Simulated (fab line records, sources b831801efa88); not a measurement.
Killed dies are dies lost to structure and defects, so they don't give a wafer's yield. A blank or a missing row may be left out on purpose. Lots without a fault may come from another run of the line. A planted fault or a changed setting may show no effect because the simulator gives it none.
fab line records | flow sky130
record lots=7 wafers=21 last_day=49
route steps=708 shown SONOS_TUNNEL@156 SONOS_ONO@168 PAD_OPEN@708
lots that met no fault: from a run of the same line without faults
start_h: hours from the record's first day to the start of the lot's first wafer shown | wait_h: hours since the lot's step before | " the same as in the row above | L1.1+2: a row that stands for several wafers | - no value, or no start given | * or withheld: withheld | < > ~ a bound
route shown NAME@n: a module of which the file shows steps, and the number in the route of the first | usual: mean/standard deviation of fault-free wafers | same: alike in all rows | chamber/n: place in a boat | sites: the reading at each site | _std_site: their standard deviation | _edge_site: outer sites' mean less inner sites' | radius_mm: how far each site lies from the wafer's centre | mask NAME#n: copy n | behind: the tool/chamber that last shaped the wafer | hold: why the lot was held/for how many hours/how that ended | device: the transistor (n, p or np) that didn't switch | end of line: the same wafers' tests at the end of the route | a step without rows: its recipe alone | killed: dies lost to structure and defects at the first sort, not the wafer's yield | map: a wafer's dies, x killed, . not, _ none there
set.NAME: the setting as run; set.NAME@STEP: as run at that earlier step | model.NAME: the simulator's own value behind a step, which no gauge read
lots at some steps of the route; a table a step, a row a wafer
services: from which hour (start_h, from the record's first day; less than 0 if before it) a tool's chamber was out of use, for how many hours, and why
## steps
# step SKY_SONOS_TUNNEL_COAT_02
# recipe resist=NOVOLAK spin_rpm=3000 resist_thk_nm=1140
# step SKY_SONOS_TUNNEL_SOFTBAKE_03
# recipe temp_c=90 time_s=60 resist=NOVOLAK
# step SKY_SONOS_TUNNEL_EXPOSE_04
# recipe mask_id=TUNM na=0.6 source_shape=conventional sigma_outer=0.6 polarization=unpolarized target_cd_nm=410 dose_mj=136
# step SKY_SONOS_TUNNEL_PEB_05
# recipe temp_c=withheld time_s=* resist=NOVOLAK
# step SKY_SONOS_TUNNEL_DEVELOP_06
# recipe resist=NOVOLAK developer=TMAH develop_time_s=60 dev_temp_c=23
# step SKY_SONOS_TUNNEL_CD_MEAS_07
# recipe target_cd_nm=410
# usual cd_nm=409.7/2.4
# columns lot.wafer tool chamber start_h wait_h cd_nm
L374.2 cd_sem-02 - 293.34 0.1 407.3
L374.5 " - " " 406.0
L374.6 " - " " 408.7
L379.1 cd_sem-02 - 333.02 0.1 410.3
L379.5 " - " " 407.2
L379.6 " - " " 408.8
L383.1 cd_sem-02 - 363.47 0.2 409.9
L383.3 " - " " 409.0
L383.5 " - " " 409.0
L384.1 cd_sem-02 - 366.40 0.1 407.7
L384.2 " - " " 407.3
L384.3 " - " " 405.5
L386.2 cd_sem-02 - 384.93 0.1 409.2
L386.5 " - " " 407.5
L386.6 " - " " 406.9
L387.3 cd_sem-02 - 394.60 0.1 412.2
L387.4 " - " " 410.1
L387.5 " - " " 409.6
L388.1 cd_sem-01 - 402.17 0.1 409.3
L388.2 " - " " 410.1
L388.6 " - " " 406.3
# step SKY_SONOS_TUNNEL_OVL_MEAS_08
# usual SONOS_TUNNEL_OVL=-1.2/1.5
# columns lot.wafer tool chamber start_h wait_h SONOS_TUNNEL_OVL[nm]
L374.2 overlay-02 - 293.45 0.1 -1.5
L374.5 " - " " -1.1
L374.6 " - " " -1.3
L379.1 overlay-02 - 333.14 0.1 -3.2
L379.5 " - " " -3.8
L379.6 " - " " -1.9
L383.1 overlay-02 - 363.59 0.1 -0.5
L383.3 " - " " -0.1
L383.5 " - " " 1.1
L384.1 overlay-02 - 366.52 0.1 -3.3
L384.2 " - " " -3.8
L384.3 " - " " -4.8
L386.2 overlay-02 - 385.03 0.1 -2.0
L386.5 " - " " -1.3
L386.6 " - " " -1.4
L387.3 overlay-01 - 394.69 0.1 -1.0
L387.4 " - " " 0.8
L387.5 " - " " -2.9
L388.1 overlay-01 - 402.29 0.1 -0.9
L388.2 " - " " -1.5
L388.6 " - " " -1.1
# step SKY_SONOS_TUNNEL_IMPLANT_09
# recipe species=B energy_kev=20 dose_cm2=1e+12 tilt_deg=withheld
# step SKY_SONOS_TUNNEL_WET_ETCH_10
# recipe chemistry=dHF target_depth_nm=14 target=SiO2 dilution=100:1 temp_c=25 time_s=280
# step SKY_SONOS_TUNNEL_STRIP_11
# recipe chemistry=SPM time_s=600 temp_c=130
# step SKY_SONOS_TUNNEL_TW_MEAS_12
# usual SONOS_TUNNEL_TW=196.4/2
# columns lot.wafer tool chamber start_h wait_h SONOS_TUNNEL_TW
L374.2 film_metro-02 - 293.92 0.0 192.5
L374.5 " - " " 193.7
L374.6 " - " " 192.4
L379.1 film_metro-01 - 333.62 0.0 197.5
L379.5 " - " " 198.1
L379.6 " - " " 198.5
L383.1 film_metro-01 - 364.07 0.0 198.1
L383.3 " - " " 197.4
L383.5 " - " " 197.8
L384.1 film_metro-02 - 367.00 0.0 194.7
L384.2 " - " " 194.3
L384.3 " - " " 194.1
L386.2 film_metro-02 - 385.48 0.0 193.5
L386.5 " - " " 193.4
L386.6 " - " " 192.8
L387.3 film_metro-04 - 395.16 0.0 199.1
L387.4 " - " " 198.5
L387.5 " - " " 198.4
L388.1 film_metro-01 - 402.74 0.0 195.7
L388.2 " - " " 196.3
L388.6 " - " " 196.7
# step SKY_SONOS_TUNNEL_CLEAN_13
# recipe chemistry=dHF time_s=20 dilution=100:1 dry=ipa_marangoni
# step SKY_SONOS_ONO_OXIDATION_00
# recipe temp_c=800 ambient=O2 idle_temp_c=700 ramp_up_c_per_min=10 ramp_down_c_per_min=3 stabilise_s=600 purge_s=300 target_thk_a=26 ox_time_s=1249
# usual ox_temp_c_max=802.7/0.68 zone_power_centre_pct=14.8/1.4
# columns lot.wafer tool chamber start_h wait_h ox_temp_c_max zone_power_centre_pct model.SiO2_of_SONOS_ONO_OXIDATION_00.thk_nm
L374.2 furnace-02 0 294.30 0.3 803.0 15.8 2.578
L374.5 " 0 " " 802.2 15.9 2.558
L374.6 " 0 " " 804.0 15.8 2.609
L379.1 furnace-02 0 335.70 2.0 803.4 15.7 2.66
L379.5 " 0 " " 802.7 15.8 2.617
L379.6 " 0 " " 804.0 15.8 2.626
L383.1 furnace-02 0 364.14 0.0 803.0 16.0 3.404
L383.3 " 0 " " 803.3 15.9 3.409
L383.5 " 0 " " 803.0 15.9 3.424
L384.1 furnace-02 0 368.27 1.2 803.1 15.8 3.399
L384.2 " 0 " " 803.6 15.6 3.364
L384.3 " 0 " " 803.9 15.8 3.452
L386.2 furnace-02 0 387.30 1.7 802.4 15.4 3.462
L386.5 " 0 " " 802.8 16.0 3.495
L386.6 " 0 " " 803.0 15.8 3.469
L387.3 furnace-01 0 397.24 2.0 801.8 12.9 2.639
L387.4 " 0 " " 802.0 12.8 2.665
L387.5 " 0 " " 802.5 13.0 2.651
L388.1 furnace-01 0 405.58 2.8 801.7 12.9 2.597
L388.2 " 0 " " 802.4 12.7 2.59
L388.6 " 0 " " 802.5 13.0 2.57
# step SKY_SONOS_ONO_THK_MEAS_01
# recipe reads=SiO2_of_SONOS_ONO_OXIDATION_00
# usual SONOS_ONO_OXIDATION_THK=2.61/0.059
# columns lot.wafer tool chamber start_h wait_h SONOS_ONO_OXIDATION_THK[nm]
L374.2 film_metro-01 - 295.66 0.0 2.49
L374.5 " - " " 2.55
L374.6 " - " " 2.60
L379.1 film_metro-03 - 337.05 0.0 2.68
L379.5 " - " " 2.63
L379.6 " - " " 2.60
L383.1 film_metro-03 - 365.49 0.0 3.38
L383.3 " - " " 3.37
L383.5 " - " " 3.48
L384.1 film_metro-02 - 369.62 0.0 3.38
L384.2 " - " " 3.35
L384.3 " - " " 3.43
L386.2 film_metro-03 - 388.65 0.0 3.51
L386.5 " - " " 3.51
L386.6 " - " " 3.50
L387.3 film_metro-02 - 398.61 0.0 2.64
L387.4 " - " " 2.65
L387.5 " - " " 2.65
L388.1 film_metro-02 - 406.93 0.0 2.55
L388.2 " - " " 2.57
L388.6 " - " " 2.52
# step SKY_SONOS_ONO_CVD_02
# recipe material=Si3N4 precursor=DCS/NH3 target_thk_nm=10.5 temp_c=770 time_s=180 pressure_mtorr=250
# step SKY_PAD_OPEN_PROBE_99
# usual killed_at_M0_to_M3=41/6.2 killed_at_M4_up=3.0/1.7 killed_at_contacts=25/5.8 killed_at_front_end=16/4.5 killed_at_other=0.2/0.42 killed_dies=85/8.4 killed_open=46/5.9 killed_short=39/6.3
# same gross_dies=492 killed_at_back_side=0
# columns lot.wafer tool chamber start_h wait_h killed_at_M0_to_M3 killed_at_M4_up killed_at_contacts killed_at_front_end killed_at_other killed_dies killed_open killed_short model.etest.sonos_erased.drive_ua_um model.etest.sonos_uncharged.r_on_ohm_um model.etest.sonos_erased.vt_v model.etest.cap_ono.gate_log10_a_cm2 model.etest.cap_ono.gate_bv_v model.etest.cap_ono.tox_acc_nm model.etest.sonos_programmed.vt_v model.etest.sonos_baked.vt_less_v
L374.2 prober-01 - 1111.35 0.1 35 2 29 26 0 92 51 41 181.2 799.9 -2.295 -7.846 16.45 12.87 1.514 -0.6015
L374.5 prober-01 - 1111.50 0.2 54 6 20 10 0 90 48 42 182.9 811.9 -2.26 -8.093 16.12 12.95 1.401 -0.5311
L374.6 prober-01 - 1111.55 0.2 39 3 27 18 0 87 50 37 163.9 812.8 -2.206 -8.145 16.59 13.06 1.389 -0.5317
L379.1 prober-02 - 1142.77 0.1 37 2 24 11 0 74 43 31 156.3 796.5 -2.224 -8.015 16.44 12.88 1.464 -0.5323
L379.5 prober-02 - 1142.97 0.2 54 3 16 11 1 85 50 35 232.5 795.4 -2.342 -7.89 16.44 12.88 1.469 -0.4959
L379.6 prober-02 - 1143.02 0.2 46 2 22 17 0 87 42 45 207 809.9 -2.334 -7.898 16.25 12.78 1.526 -0.5234
L383.1 prober-02 - 1161.81 0.1 42 7 18 19 0 86 40 46 19.27 850.1 -0.3711 -8.922 17.43 13.66 1.127 -0.3099
L383.3 prober-02 - 1161.91 0.2 50 1 17 9 1 78 47 31 20.59 836.6 -0.3938 -8.804 16.82 13.6 1.163 -0.288
L383.5 prober-02 - 1162.01 0.2 36 2 30 14 0 82 43 39 19.46 863.3 -0.3771 -8.824 16.9 13.6 1.19 -0.3133
L384.1 prober-01 - 1165.92 0.1 44 5 24 10 0 83 49 34 22.14 842.6 -0.413 -8.88 17.51 13.64 1.091 -0.2092
L384.2 prober-01 - 1165.97 0.1 36 4 22 16 0 78 42 36 24.68 829.9 -0.4466 -8.72 17.16 13.48 1.182 -0.299
L384.3 prober-01 - 1166.02 0.2 52 1 24 15 0 92 46 46 21.02 848.6 -0.3968 -9.11 17.23 13.74 1.047 -0.2392
L386.2 prober-01 - 1177.38 0.1 46 0 26 14 0 86 46 40 19.64 865.3 -0.3796 -9.174 17.51 13.88 0.9324 -0.1945
L386.5 prober-01 - 1177.53 0.2 49 3 31 13 0 96 57 39 19.63 858.5 -0.3831 -9.118 17.52 13.8 0.9817 -0.1695
L386.6 prober-01 - 1177.58 0.2 53 3 30 12 1 99 56 43 19.82 852.6 -0.3725 -9.026 17.49 13.76 1.03 -0.2725
L387.3 prober-02 - 1181.71 0.2 34 3 21 16 1 75 44 31 204.4 809.4 -2.275 -7.909 16.3 12.95 1.432 -0.5205
L387.4 prober-02 - 1181.76 0.2 30 2 22 15 0 69 39 30 192.4 811.7 -2.245 -8.04 16.56 12.98 1.405 -0.4758
L387.5 prober-02 - 1181.81 0.2 34 2 22 14 0 72 46 26 143.2 800.3 -2.215 -8.036 16.16 12.91 1.442 -0.4811
L388.1 prober-02 - 1187.32 0.1 44 4 34 14 0 96 51 45 183.6 813.4 -2.261 -7.998 16.75 12.9 1.456 -0.5119
L388.2 prober-02 - 1187.37 0.1 40 3 26 18 0 87 52 35 189.9 807.5 -2.307 -7.886 16.61 12.94 1.492 -0.5099
L388.6 prober-02 - 1187.57 0.2 46 1 26 14 0 87 46 41 199.3 829.2 -2.339 -7.88 16.11 12.81 1.512 -0.5117
# killed by level:class
L374.2 VIA1:geometric_particle:open=10 CONTACT:geometric_particle:open=9 FIELD_ISO:geometric_particle:short=6 SPACER:geometric_particle:open=6 CONTACT:geometric_particle:short=6 VIA2:geometric_particle:open=6 FIELD_ISO:geometric_particle:open=5 LI_CONTACT:geometric_particle:open=5
L374.5 CONTACT:geometric_particle:open=11 VIA1:geometric_particle:open=10 VIA2:geometric_particle:open=7 VIA3:geometric_particle:open=7 VIA3:geometric_particle:short=6 CONTACT:geometric_particle:short=5 VIA1:geometric_particle:short=5 POLY_GATE:geometric_particle:short=4
L374.6 VIA1:geometric_particle:open=10 VIA2:geometric_particle:open=8 CONTACT:geometric_particle:open=7 LI_CONTACT:geometric_particle:open=7 FIELD_ISO:geometric_particle:open=6 POLY_GATE:geometric_particle:short=5 LOCAL_INTERCONNECT:geometric_particle:short=5 VIA3:geometric_particle:open=5
L379.1 VIA1:geometric_particle:open=9 VIA3:geometric_particle:open=8 LI_CONTACT:geometric_particle:open=7 CONTACT:geometric_particle:open=7 CONTACT:geometric_particle:short=6 METAL1:geometric_particle:short=3 VIA1:geometric_particle:short=3 VIA2:geometric_particle:open=3
L379.5 VIA3:geometric_particle:open=15 VIA1:geometric_particle:open=11 CONTACT:geometric_particle:open=8 VIA2:geometric_particle:open=8 METAL2:geometric_particle:short=5 METAL3:geometric_particle:short=4 POLY_GATE:geometric_particle:short=3 LOCAL_INTERCONNECT:geometric_particle:short=3
L379.6 CONTACT:geometric_particle:open=11 VIA1:geometric_particle:open=9 METAL1:geometric_particle:short=6 VIA2:geometric_particle:open=6 POLY_GATE:geometric_particle:short=5 CONTACT:geometric_particle:short=5 VIA2:geometric_particle:short=5 VIA3:geometric_particle:open=5
L383.1 VIA1:geometric_particle:short=11 VIA1:geometric_particle:open=9 POLY_GATE:geometric_particle:short=8 CONTACT:geometric_particle:open=8 METAL2:geometric_particle:short=7 LI_CONTACT:geometric_particle:open=5 METAL4:geometric_particle:short=5 VIA3:geometric_particle:open=5
L383.3 VIA1:geometric_particle:open=16 VIA2:geometric_particle:open=7 METAL2:geometric_particle:short=6 LI_CONTACT:geometric_particle:open=6 VIA3:geometric_particle:open=6 CONTACT:geometric_particle:open=5 POLY_GATE:geometric_particle:short=4 METAL1:geometric_particle:short=4
L383.5 VIA1:geometric_particle:open=11 CONTACT:geometric_particle:open=10 LI_CONTACT:geometric_particle:open=6 LI_CONTACT:geometric_particle:short=5 VIA3:geometric_particle:open=5 LOCAL_INTERCONNECT:geometric_particle:short=4 CONTACT:geometric_particle:short=4 METAL2:geometric_particle:short=4
L384.1 VIA1:geometric_particle:open=13 CONTACT:geometric_particle:open=8 CONTACT:geometric_particle:short=7 FIELD_ISO:geometric_particle:open=6 METAL3:geometric_particle:short=6 LI_CONTACT:geometric_particle:open=5 METAL1:geometric_particle:open=4 VIA2:geometric_particle:open=4
L384.2 VIA1:geometric_particle:open=10 METAL1:geometric_particle:short=9 LI_CONTACT:geometric_particle:open=8 VIA3:geometric_particle:open=6 FIELD_ISO:geometric_particle:open=5 CONTACT:geometric_particle:open=5 FIELD_ISO:geometric_particle:short=4 LI_CONTACT:geometric_particle:short=4
L384.3 VIA1:geometric_particle:open=14 CONTACT:geometric_particle:open=12 METAL1:geometric_particle:short=9 METAL2:geometric_particle:short=6 VIA2:geometric_particle:short=6 POLY_GATE:geometric_particle:short=5 CONTACT:geometric_particle:short=5 VIA1:geometric_particle:short=5
L386.2 CONTACT:geometric_particle:open=12 VIA3:geometric_particle:open=9 VIA2:geometric_particle:open=9 CONTACT:geometric_particle:short=8 VIA3:geometric_particle:short=6 POLY_GATE:geometric_particle:open=5 LOCAL_INTERCONNECT:geometric_particle:short=5 VIA1:geometric_particle:open=5
L386.5 CONTACT:geometric_particle:open=11 VIA1:geometric_particle:open=9 METAL1:geometric_particle:short=8 VIA3:geometric_particle:open=8 VIA2:geometric_particle:open=7 LI_CONTACT:geometric_particle:open=6 CONTACT:geometric_particle:short=6 METAL2:geometric_particle:open=5
L386.6 VIA3:geometric_particle:open=14 CONTACT:geometric_particle:open=12 VIA1:geometric_particle:open=8 METAL1:geometric_particle:short=7 CONTACT:geometric_particle:short=7 VIA2:geometric_particle:open=6 LI_CONTACT:geometric_particle:open=5 VIA2:geometric_particle:short=5
L387.3 CONTACT:geometric_particle:open=7 FIELD_ISO:geometric_particle:open=6 METAL1:geometric_particle:short=6 VIA1:geometric_particle:open=6 VIA3:geometric_particle:open=6 POLY_GATE:geometric_particle:open=5 LI_CONTACT:geometric_particle:open=4 LOCAL_INTERCONNECT:geometric_particle:short=4
L387.4 CONTACT:geometric_particle:open=10 VIA1:geometric_particle:open=7 FIELD_ISO:geometric_particle:open=5 LI_CONTACT:geometric_particle:open=4 VIA1:geometric_particle:short=4 VIA2:geometric_particle:open=4 METAL3:geometric_particle:short=4 VIA3:geometric_particle:open=4
L387.5 CONTACT:geometric_particle:open=11 VIA1:geometric_particle:open=11 VIA2:geometric_particle:open=7 FIELD_ISO:geometric_particle:short=4 LI_CONTACT:geometric_particle:open=4 POLY_GATE:geometric_particle:short=3 LOCAL_INTERCONNECT:geometric_particle:short=3 METAL2:geometric_particle:open=3
L388.1 CONTACT:geometric_particle:open=17 VIA1:geometric_particle:open=15 CONTACT:geometric_particle:short=10 METAL1:geometric_particle:short=6 LI_CONTACT:geometric_particle:open=5 FIELD_ISO:geometric_particle:short=4 METAL2:geometric_particle:short=4 VIA2:geometric_particle:short=3
L388.2 CONTACT:geometric_particle:open=16 VIA1:geometric_particle:open=12 POLY_GATE:geometric_particle:short=8 VIA3:geometric_particle:open=5 FIELD_ISO:geometric_particle:short=4 LI_CONTACT:geometric_particle:open=4 VIA2:geometric_particle:short=4 VIA2:geometric_particle:open=4
L388.6 CONTACT:geometric_particle:open=11 VIA1:geometric_particle:open=11 VIA3:geometric_particle:open=8 CONTACT:geometric_particle:short=7 VIA1:geometric_particle:short=7 FIELD_ISO:geometric_particle:open=5 LI_CONTACT:geometric_particle:open=5 VIA3:geometric_particle:short=5
## services
# columns tool chamber start_h hours kind
furnace-01 - 329.06 11.4 pm
furnace-02 - 400.63 3.4 pm
## key
first_sign step=SKY_SONOS_ONO_THK_MEAS_01 reading=SONOS_ONO_OXIDATION_THK direction=up sigmas=14 usual=2.61 struck=3.43
effect none on later readings
model_effect step=SKY_SONOS_ONO_OXIDATION_00 value=SiO2_of_SONOS_ONO_OXIDATION_00.thk_nm without=2.604 struck=3.431
model_effect step=SKY_PAD_OPEN_PROBE_99 value=etest.sonos_erased.drive_ua_um without=192.6 struck=20.69
met_at SKY_SONOS_ONO_OXIDATION_00
struck_wafers L383.1,L383.3,L383.5,L384.1,L384.2,L384.3,L386.2,L386.5,L386.6
tester_left_out L383,L384,L386
onset_between 335.70 364.14
fault kind=process_parameter_drift tool=furnace-02 chamber=- onset_h=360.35 steps=SKY_SONOS_ONO_OXIDATION_00 channel=ox_time_s offset=* shape=step end_h=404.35 acts_in=* stated=*
# tester_left_out: of these lots the tester's yield and bins aren't shown, on N5 and GAA mostly nor the transistor test; their killed dies are dies lost to structure and defects alone, not to doping, threshold or leakage, so they don't give the yield
